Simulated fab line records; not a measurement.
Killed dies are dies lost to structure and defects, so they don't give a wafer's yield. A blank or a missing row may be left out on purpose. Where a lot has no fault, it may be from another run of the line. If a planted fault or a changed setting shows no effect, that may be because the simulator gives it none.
Problem report in the 8D (eight disciplines) form, filled by code + flow gf180mcu + the parts of the form that need people (team, actions taken, sign-off) are left out

1. THE ISSUE
Mean of developer-temp-C at GF_LVPWELL_DEVELOP_06: 20.70 C across 6 wafers in 2 lots; on wafers with no fault it is 23.02 C (standard deviation 0.096). Measured from the usual mean, that is -24 standard deviations.
The step: develop time 60 s.
First seen on wafer L185.1, day 7 05:00, on litho-track-03. Wafers with a number at this step in the record: 39, from 13 lots. The rule behind "out" and "out of limits": a value lying over 4 standard deviations away from the usual mean. All remaining wafers that have a number are taken as sound.

2. WHAT IT IS, WHAT IT ISN'T
| question                    | is                     | is not                                                                    |
|-----------------------------|------------------------|---------------------------------------------------------------------------|
| which readings at this step | developer-temp-C       | -                                                                         |
| which lots                  | L185, L186             | L172, L175, L177, L178, L179, L180, L182, L183, L184, L187, L194          |
| which wafers of those lots  | all that have a number | -                                                                         |
| read on which tools         | litho-track-03         | litho-track-02, litho-track-04                                            |
| when                        | from day 7 05:00       | up to then (27 sound wafers); but 6 sound wafers of L187, L194 came after |

3. SUSPECTS, AND WHAT RULES EACH OUT
Counting: a tool at any process step up to the reading remains a suspect when it ran all the lots that are out and ran no sound lot after the first of those.
- litho-track-03 at GF_LVPWELL_DEVELOP_06 (develop time 60 s): kept. Every lot that is out went through it, starting with L185 (day 7 05:00), and after that it ran no sound lot; the last sound lot it ran before then is L184 (day 6 23:00). On those wafers its own readings are out: developer-temp-C.
Remaining after the count: litho-track-03 at GF_LVPWELL_DEVELOP_06.

4. THE CAUSE (what the simulator had put in)
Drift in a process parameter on litho-track-03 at GF_LVPWELL_DEVELOP_06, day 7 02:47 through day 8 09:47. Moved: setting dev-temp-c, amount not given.
This tool alone remained once counting was done.

5. SEQUENCE OF EFFECTS, ordered by route
Each row: a reading whose mean over the struck wafers that have a number lies more than 3 standard deviations from the usual. Only readings whose record carries a usual standard deviation are examined. hours: median over the lots of the time between each lot's start at the first step of this table that gives one and its start at this step. sigmas: the change, counted in usual standard deviations.
| hours | step                  | reading          | usual   | on struck wafers | change | sigmas |
|-------|-----------------------|------------------|---------|------------------|--------|--------|
| 0     | GF_LVPWELL_DEVELOP_06 | developer-temp-C | 23.02 C | 20.70            | -2.32  | -24    |
Here are the process steps it includes:
- GF_LVPWELL_DEVELOP_06: develop time 60 s.

6. HOW IT WOULD HAVE BEEN CAUGHT EARLIER
The fault began at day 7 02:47; the first out-of-limits reading in this record came at day 7 05:00, 2 hours later.
